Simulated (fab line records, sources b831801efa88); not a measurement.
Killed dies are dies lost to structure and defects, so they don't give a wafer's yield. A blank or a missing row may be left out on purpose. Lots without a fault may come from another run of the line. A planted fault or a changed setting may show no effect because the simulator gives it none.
fab line records | flow sky130
record lots=6 wafers=18 last_day=50
route steps=708 shown SONOS_ONO@186 GATE_OXIDE@187 PAD_OPEN@708
lots that met no fault: from a run of the same line without faults
start_h: hours from the record's first day to the start of the lot's first wafer shown | wait_h: hours since the lot's step before | " the same as in the row above | L1.1+2: a row that stands for several wafers | - no value, or no start given | * or withheld: withheld | < > ~ a bound
route shown NAME@n: a module of which the file shows steps, and the number in the route of the first | usual: mean/standard deviation of fault-free wafers | same: alike in all rows | chamber/n: place in a boat | sites: the reading at each site | _std_site: their standard deviation | _edge_site: outer sites' mean less inner sites' | radius_mm: how far each site lies from the wafer's centre | mask NAME#n: copy n | behind: the tool/chamber that last shaped the wafer | hold: why the lot was held/for how many hours/how that ended | device: the transistor (n, p or np) that didn't switch | end of line: the same wafers' tests at the end of the route | a step without rows: its recipe alone | killed: dies lost to structure and defects at the first sort, not the wafer's yield | map: a wafer's dies, x killed, . not, _ none there
set.NAME: the setting as run; set.NAME@STEP: as run at that earlier step | model.NAME: the simulator's own value behind a step, which no gauge read
lots at some steps of the route; a table a step, a row a wafer
services: from which hour (start_h, from the record's first day; less than 0 if before it) a tool's chamber was out of use, for how many hours, and why
## steps
# step SKY_SONOS_ONO_WET_ETCH_18
# recipe chemistry=H3PO4 target_depth_nm=15 target=Si3N4 temp_c=160 time_s=172
# step SKY_GATE_OXIDE_CLEAN_00
# recipe chemistry=SC1/SC2 mix=1:4:20 temp_c=70 time_s=150 dry=n2_spin
# step SKY_GATE_OXIDE_OXIDATION_01
# recipe temp_c=900 ambient=O2 stabilise_s=600 purge_s=300 target_thk_a=102.68 ox_time_s=1473
# step SKY_GATE_OXIDE_THK_MEAS_02
# recipe reads=SiO2_of_GATE_OXIDE_OXIDATION_01
# usual GATE_OXIDE_OXIDATION_00_THK=10.19/0.25
# columns lot.wafer tool chamber start_h wait_h GATE_OXIDE_OXIDATION_00_THK[nm]
L682.2 film_metro-03 - 306.58 0.0 10.27
L682.3 " - " " 10.02
L682.6 " - " " 10.29
L689.2 film_metro-02 - 369.58 0.0 10.23
L689.5 " - " " 10.07
L689.6 " - " " 10.23
L690.1 film_metro-01 - 373.72 0.0 10.53
L690.4 " - " " 10.50
L690.5 " - " " 10.51
L692.3 film_metro-03 - 388.99 0.0 9.90
L692.5 " - " " 9.79
L692.6 " - " " 9.91
L698.2 film_metro-03 - 437.79 0.0 9.66
L698.4 " - " " 9.84
L698.6 " - " " 9.85
L699.2 film_metro-03 - 442.71 0.0 10.47
L699.3 " - " " 10.35
L699.5 " - " " 10.16
# step SKY_GATE_OXIDE_DEHYDRATE_03
# recipe temp_c=200 time_s=60
# step SKY_GATE_OXIDE_HMDS_04
# recipe prime_time_s=60 prime_temp_c=120
# step SKY_GATE_OXIDE_COAT_05
# recipe resist=NOVOLAK spin_rpm=3000 resist_thk_nm=1140
# step SKY_GATE_OXIDE_SOFTBAKE_06
# recipe temp_c=90 time_s=60 resist=NOVOLAK
# step SKY_GATE_OXIDE_EXPOSE_07
# recipe mask_id=LVOM na=0.6 source_shape=conventional sigma_outer=0.6 polarization=unpolarized target_cd_nm=600 dose_mj=170
# step SKY_GATE_OXIDE_PEB_08
# recipe temp_c=withheld time_s=* resist=NOVOLAK
# step SKY_GATE_OXIDE_DEVELOP_09
# recipe resist=NOVOLAK developer=TMAH develop_time_s=60 dev_temp_c=23
# step SKY_GATE_OXIDE_OVL_MEAS_10
# usual GATE_OXIDE_OVL=-0.5/1.3
# columns lot.wafer tool chamber start_h wait_h GATE_OXIDE_OVL[nm]
L682.2 overlay-01 - 333.34 0.1 -0.6
L682.3 " - " " -1.3
L682.6 " - " " -0.9
L689.2 overlay-02 - 398.82 0.1 -1.6
L689.5 " - " " -0.3
L689.6 " - " " -0.1
L690.1 overlay-02 - 402.61 0.1 -0.8
L690.4 " - " " 0.0
L690.5 " - " " -0.7
L692.3 overlay-01 - 418.72 0.1 0.7
L692.5 " - " " 0.5
L692.6 " - " " 0.2
L698.2 overlay-01 - 469.71 0.1 -3.2
L698.4 " - " " -1.6
L698.6 " - " " -3.9
L699.2 overlay-01 - 473.91 0.1 -3.1
L699.3 " - " " -1.1
L699.5 " - " " -1.4
# step SKY_GATE_OXIDE_IMPLANT_11
# recipe species=B energy_kev=10 dose_cm2=2.6e+12 tilt_deg=withheld
# usual dose_ions_cm2=2.6e+12/3.1e+09 faraday_current_uA=14.6/0.31
# columns lot.wafer tool chamber start_h wait_h dose_ions_cm2 faraday_current_uA
L682.2 implanter-03 0 333.39 0.0 2.601e+12 14.2
L682.3 " 0 " " 2.596e+12 14.7
L682.6 " 0 " " 2.599e+12 14.4
L689.2 implanter-03 0 398.87 0.0 4.264e+12 23.7
L689.5 " 0 " " 4.267e+12 23.5
L689.6 " 0 " " 4.268e+12 23.6
L690.1 implanter-03 0 402.65 0.0 4.264e+12 25.1
L690.4 " 0 " " 4.269e+12 23.5
L690.5 " 0 " " 4.267e+12 24.7
L692.3 implanter-04 0 418.80 0.1 2.595e+12 14.9
L692.5 " 0 " " 2.599e+12 14.7
L692.6 " 0 " " 2.601e+12 14.9
L698.2 implanter-02 0 469.76 0.0 2.596e+12 14.6
L698.4 " 0 " " 2.6e+12 14.9
L698.6 " 0 " " 2.599e+12 14.3
L699.2 implanter-02 0 473.96 0.0 2.603e+12 14.5
L699.3 " 0 " " 2.602e+12 14.5
L699.5 " 0 " " 2.602e+12 15.2
# step SKY_GATE_OXIDE_WET_ETCH_12
# recipe chemistry=dHF target_depth_nm=16.8 dry=n2_spin target=SiO2 dilution=100:1 temp_c=25 time_s=336
# step SKY_GATE_OXIDE_STRIP_13
# recipe chemistry=O2/N2 power_w=1400 pressure_mtorr=1500 platen_temp_c=withheld o2_flow_sccm=3000 n2_flow_sccm=300 overash_fraction=0.5
# usual drypump_motor_current_A=5.8/0.34 n2_flow_sccm=300.0/0.84 oes_product_au=0.716/0.0045 strip_time_to_endpoint_s=14.18/0.045
# columns lot.wafer tool chamber start_h wait_h drypump_motor_current_A n2_flow_sccm oes_product_au rf_hours_counter_h strip_time_to_endpoint_s
L682.2 plasma_asher-01 1 333.62 0.0 5.6 299.2 0.718 51 14.11
L682.3 " 0 " " 6.4 299.8 0.715 - 14.20
L682.6 " 0 " " 6.4 299.9 0.719 - 14.13
L689.2 plasma_asher-02 0 399.12 0.0 5.6 298.0 0.716 27 14.10
L689.5 " 0 " " 5.6 298.1 0.718 - 14.10
L689.6 " 1 " " 5.5 299.6 0.719 - 14.11
L690.1 plasma_asher-04 0 402.90 0.0 5.6 299.7 0.725 70 14.16
L690.4 " 0 " " 5.6 300.4 0.717 - 14.15
L690.5 " 0 " " 5.6 301.0 0.719 - 14.16
L692.3 plasma_asher-04 1 419.04 0.0 6.0 299.0 0.715 - 14.18
L692.5 " 1 " " 6.0 299.9 0.715 - 14.21
L692.6 " 0 " " 5.6 300.1 0.713 - 14.20
L698.2 plasma_asher-01 0 470.00 0.0 6.4 300.2 0.711 64 14.17
L698.4 " 0 " " 6.4 301.0 0.717 - 14.23
L698.6 " 1 " " 5.5 300.9 0.715 - 14.23
L699.2 plasma_asher-02 1 474.19 0.0 5.5 300.6 0.718 33 14.10
L699.3 " 1 " " 5.5 300.0 0.717 - 14.13
L699.5 " 0 " " 5.6 299.7 0.727 - 14.07
# step SKY_GATE_OXIDE_TW_MEAS_14
# usual GATE_OXIDE_TW=223.9/1.5
# columns lot.wafer tool chamber start_h wait_h GATE_OXIDE_TW
L682.2 film_metro-02 - 333.73 0.1 223.9
L682.3 " - " " 223.0
L682.6 " - " " 222.5
L689.2 film_metro-02 - 399.23 0.1 257.4
L689.5 " - " " 259.3
L689.6 " - " " 257.7
L690.1 film_metro-03 - 403.00 0.1 261.8
L690.4 " - " " 259.6
L690.5 " - " " 260.5
L692.3 film_metro-03 - 419.13 0.1 226.0
L692.5 " - " " 227.0
L692.6 " - " " 226.7
L698.2 film_metro-03 - 470.11 0.1 226.0
L698.4 " - " " 225.9
L698.6 " - " " 226.1
L699.2 film_metro-02 - 474.30 0.1 223.1
L699.3 " - " " 223.1
L699.5 " - " " 222.7
# step SKY_GATE_OXIDE_CLEAN_15
# recipe chemistry=SC1/SC2 mix=1:4:20 temp_c=70 time_s=150 dry=n2_spin
# step SKY_PAD_OPEN_PROBE_99
# usual killed_at_M0_to_M3=43/7.9 killed_at_M4_up=2.9/1.8 killed_at_contacts=24/5.5 killed_at_front_end=15/4.2 killed_at_other=0.2/0.46 killed_dies=86/11 killed_open=47/8.1 killed_short=39/6.4
# same gross_dies=492 killed_at_back_side=0
# columns lot.wafer tool chamber start_h wait_h killed_at_M0_to_M3 killed_at_M4_up killed_at_contacts killed_at_front_end killed_at_other killed_dies killed_open killed_short
L682.2 prober-02 - 1100.25 0.1 33 3 14 20 0 70 43 27
L682.3 prober-02 - 1100.30 0.2 39 5 20 12 0 76 40 36
L682.6 prober-02 - 1100.45 0.2 43 4 23 11 1 82 45 37
L689.2 prober-01 - 1149.38 0.1 37 9 31 24 0 101 49 52
L689.5 prober-01 - 1149.53 0.2 38 2 26 9 0 75 30 45
L689.6 prober-01 - 1149.58 0.2 44 5 22 11 0 82 40 42
L690.1 prober-02 - 1149.68 0.1 38 4 18 19 1 80 51 29
L690.4 prober-02 - 1149.83 0.2 43 0 23 12 1 79 42 37
L690.5 prober-02 - 1149.88 0.2 46 2 23 15 1 87 46 41
L698.2 prober-02 - 1185.13 0.1 42 2 30 25 1 100 51 49
L698.4 prober-02 - 1185.23 0.2 50 4 24 20 0 98 50 48
L698.6 prober-02 - 1185.33 0.2 35 2 24 7 0 68 33 35
L699.2 prober-01 - 1189.06 0.1 46 1 23 18 1 89 48 41
L699.3 prober-01 - 1189.11 0.2 49 7 26 16 1 99 55 44
L699.5 prober-01 - 1189.21 0.2 56 1 21 18 0 96 51 45
# killed by level:class
L682.2 VIA1:geometric_particle:open=9 VIA2:geometric_particle:open=8 FIELD_ISO:geometric_particle:open=6 METAL2:geometric_particle:short=6 LI_CONTACT:geometric_particle:open=5 CONTACT:geometric_particle:open=4 FIELD_ISO:geometric_particle:short=3 METAL4:geometric_particle:short=3
L682.3 VIA1:geometric_particle:open=10 CONTACT:geometric_particle:open=7 METAL2:geometric_particle:short=6 VIA2:geometric_particle:open=6 LI_CONTACT:geometric_particle:open=5 CONTACT:geometric_particle:short=4 VIA1:geometric_particle:short=4 VIA2:geometric_particle:short=4
L682.6 VIA1:geometric_particle:open=11 VIA2:geometric_particle:open=8 LOCAL_INTERCONNECT:geometric_particle:short=7 CONTACT:geometric_particle:open=7 METAL1:geometric_particle:open=5 VIA3:geometric_particle:open=5 METAL1:geometric_particle:short=4 CONTACT:geometric_particle:short=4
L689.2 CONTACT:geometric_particle:open=9 CONTACT:geometric_particle:short=9 POLY_GATE:geometric_particle:open=8 VIA1:geometric_particle:open=8 METAL4:geometric_particle:short=8 VIA2:geometric_particle:open=7 FIELD_ISO:geometric_particle:open=6 LOCAL_INTERCONNECT:geometric_particle:short=5
L689.5 CONTACT:geometric_particle:open=9 VIA1:geometric_particle:short=9 METAL2:geometric_particle:short=7 CONTACT:geometric_particle:short=6 VIA1:geometric_particle:open=6 LI_CONTACT:geometric_particle:open=5 LOCAL_INTERCONNECT:geometric_particle:short=5 METAL3:geometric_particle:short=5
L689.6 VIA1:geometric_particle:open=12 LI_CONTACT:geometric_particle:open=8 VIA1:geometric_particle:short=8 CONTACT:geometric_particle:open=6 METAL2:geometric_particle:short=6 FIELD_ISO:geometric_particle:short=4 CONTACT:geometric_particle:short=4 METAL1:geometric_particle:short=4
L690.1 VIA3:geometric_particle:open=10 CONTACT:geometric_particle:open=8 VIA1:geometric_particle:open=8 FIELD_ISO:geometric_particle:open=6 VIA2:geometric_particle:open=6 LI_CONTACT:geometric_particle:open=4 METAL1:geometric_particle:short=4 VIA1:geometric_particle:short=4
L690.4 VIA1:geometric_particle:open=8 CONTACT:geometric_particle:open=8 VIA3:geometric_particle:open=6 METAL2:geometric_particle:short=6 VIA2:geometric_particle:open=6 VIA1:geometric_particle:short=5 FIELD_ISO:geometric_particle:open=4 LI_CONTACT:geometric_particle:open=4
L690.5 VIA2:geometric_particle:open=9 VIA3:geometric_particle:open=8 VIA1:geometric_particle:open=7 CONTACT:geometric_particle:open=6 CONTACT:geometric_particle:short=5 VIA1:geometric_particle:short=5 LI_CONTACT:geometric_particle:open=4 LOCAL_INTERCONNECT:geometric_particle:short=4
L698.2 VIA1:geometric_particle:open=11 CONTACT:geometric_particle:open=9 FIELD_ISO:geometric_particle:open=7 VIA1:geometric_particle:short=7 METAL3:geometric_particle:short=7 FIELD_ISO:geometric_particle:short=6 LI_CONTACT:geometric_particle:open=6 LOCAL_INTERCONNECT:geometric_particle:short=6
L698.4 FIELD_ISO:geometric_particle:open=9 VIA1:geometric_particle:open=8 CONTACT:geometric_particle:short=7 VIA2:geometric_particle:open=7 VIA3:geometric_particle:open=7 VIA2:geometric_particle:short=6 LI_CONTACT:geometric_particle:open=5 METAL3:geometric_particle:short=5
L698.6 VIA1:geometric_particle:open=11 CONTACT:geometric_particle:open=7 METAL1:geometric_particle:short=6 METAL2:geometric_particle:short=5 LI_CONTACT:geometric_particle:short=5 VIA2:geometric_particle:open=5 FIELD_ISO:geometric_particle:short=4 CONTACT:geometric_particle:short=4
L699.2 VIA1:geometric_particle:open=10 VIA3:geometric_particle:open=9 LI_CONTACT:geometric_particle:open=8 CONTACT:geometric_particle:open=8 POLY_GATE:geometric_particle:short=6 METAL1:geometric_particle:short=6 METAL2:geometric_particle:short=6 POLY_GATE:geometric_particle:open=5
L699.3 CONTACT:geometric_particle:open=13 VIA2:geometric_particle:open=8 POLY_GATE:geometric_particle:short=6 VIA1:geometric_particle:open=6 METAL3:geometric_particle:short=6 LI_CONTACT:geometric_particle:open=5 CONTACT:geometric_particle:short=5 VIA3:geometric_particle:short=5
L699.5 VIA2:geometric_particle:open=12 VIA1:geometric_particle:open=10 VIA3:geometric_particle:open=9 CONTACT:geometric_particle:open=7 POLY_GATE:geometric_particle:short=6 CONTACT:geometric_particle:short=6 METAL1:geometric_particle:short=6 METAL2:geometric_particle:short=6
## services
# columns tool chamber start_h hours kind
implanter-04 - 311.86 3.2 repair
implanter-03 - 318.35 1.0 repair
plasma_asher-01 - 325.58 2.8 pm
implanter-04 - 328.91 6.6 repair
implanter-02 - 335.37 2.4 repair
plasma_asher-04 - 372.60 2.8 repair
implanter-04 - 390.79 0.7 repair
plasma_asher-02 - 416.58 8.6 repair
plasma_asher-04 - 417.02 1.9 repair
plasma_asher-04 - 421.25 9.0 pm
plasma_asher-04 0 421.25 9.0 vent_cycle
plasma_asher-04 1 421.25 9.0 vent_cycle
plasma_asher-04 0 430.25 - clean
plasma_asher-04 1 430.25 - clean
plasma_asher-01 - 442.85 4.3 pm
implanter-02 - 463.80 2.4 repair
## key
first_sign step=SKY_GATE_OXIDE_IMPLANT_11 reading=dose_ions_cm2 direction=up sigmas=99+ usual=* struck=*
effect step=SKY_GATE_OXIDE_IMPLANT_11 reading=faraday_current_uA direction=up sigmas=31 usual=14.6 struck=24.0
effect step=SKY_GATE_OXIDE_TW_MEAS_14 reading=GATE_OXIDE_TW direction=up sigmas=24 usual=223.9 struck=259.4
met_at SKY_GATE_OXIDE_IMPLANT_11
struck_wafers L689.2,L689.5,L689.6,L690.1,L690.4,L690.5
tester_left_out L689,L690
onset_between 333.39 398.87
fault kind=process_parameter_drift tool=implanter-03 chamber=- onset_h=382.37 steps=SKY_GATE_OXIDE_IMPLANT_11 channel=dose_cm2 offset=* shape=step end_h=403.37 acts_in=* stated=*
# tester_left_out: of these lots the tester's yield and bins aren't shown, on N5 and GAA mostly nor the transistor test; their killed dies are dies lost to structure and defects alone, not to doping, threshold or leakage, so they don't give the yield
